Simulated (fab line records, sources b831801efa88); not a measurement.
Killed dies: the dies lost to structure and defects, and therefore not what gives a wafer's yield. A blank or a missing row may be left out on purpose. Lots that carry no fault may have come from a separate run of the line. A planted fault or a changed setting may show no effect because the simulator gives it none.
One fault seen from 2 desks + flow gf180mcu + what lay behind the numbers comes last; until then each desk has only its own

TOOL OWNER'S DESK, pvd-sputter-03
The tool's own readings at GF_TOP_METAL_SPUTTER_02 (material AlCu, target thk 900 nm, time 47.82 s): means of the sampled wafers that have a number, for each lot that ran on this tool. A lot is out of limits, marked OUT, if its mean lies more than 4 standard deviations from the usual mean; the brackets give that distance.
Columns: A = chamber-pressure-pa at GF_TOP_METAL_SPUTTER_02, usual 0.3000 Pa; B = throttle-valve-pct at GF_TOP_METAL_SPUTTER_02, usual 30.3 %
| lot  | first seen here | A                | B    |
|------|-----------------|------------------|------|
| L989 | day 28 04:13    | 0.3001           | 30.3 |
| L990 | day 28 08:04    | 0.2998           | 30.6 |
| L996 | day 30 15:28    | 0.2840 (-25) OUT | 31.2 |
| L998 | day 30 20:36    | 0.2834 (-26) OUT | 31.9 |
This desk's finding: out of limits on L996, L998; first on L996, day 30 15:28 (chamber-pressure-pa at GF_TOP_METAL_SPUTTER_02). In limits: L989, L990.

METROLOGY DESK
Means of the sampled wafers that have a number, per lot and without regard to the tool the lot ran on: this is what the gauges read. A lot is out of limits, marked OUT, if its mean lies more than 4 standard deviations from the usual mean; the brackets give that distance.
Columns: A = TOP_METAL_OVL at GF_TOP_METAL_OVL_MEAS_15, usual -0.1 nm; B = PASSIVATION_CVD_00_THK at GF_PASSIVATION_THK_MEAS_01, usual 999 nm
| lot  | first seen here | A    | B    |
|------|-----------------|------|------|
| L986 | day 27 23:08    | -0.8 | 1002 |
| L987 | day 28 05:18    | -1.5 | 1016 |
| L988 | day 28 15:58    | 0.1  | 1002 |
| L989 | day 29 00:02    | 2.1  | 977  |
| L990 | day 29 03:38    | 1.7  | 992  |
| L991 | day 29 17:08    | -1.1 | 1008 |
| L995 | day 30 19:17    | -1.2 | 993  |
| L996 | day 31 09:17    | -0.3 | 1000 |
| L998 | day 31 14:34    | -0.2 | 998  |
| L101 | day 32 07:50    | -0.0 | 997  |
| L106 | day 33 15:23    | 2.0  | 989  |
| L107 | day 33 21:59    | 0.1  | 990  |
| L108 | day 34 08:08    | -1.5 | 989  |
This desk's verdict: no lot among the 13 shows anything out of limits.

PUT TOGETHER
At day 30 15:28, on L996, L998, the tool owner's desk was in a position to raise an alarm.
At the metrology desk, nothing out of limits was observed.
The metrology desk has L996, L998 on record, within its limits.
Of the lots named, all ran GF_TOP_METAL_SPUTTER_02 on pvd-sputter-03.

WHAT THE SIMULATOR PUT IN
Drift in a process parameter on pvd-sputter-03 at GF_TOP_METAL_SPUTTER_02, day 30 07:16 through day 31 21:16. Setting chamber-pressure-pa shifted by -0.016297 from 0.3. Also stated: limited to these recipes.
Struck lots among those shown: L996, L998.
Each desk's first reading out of limits, in hours after the fault started: the tool owner's desk, 8.
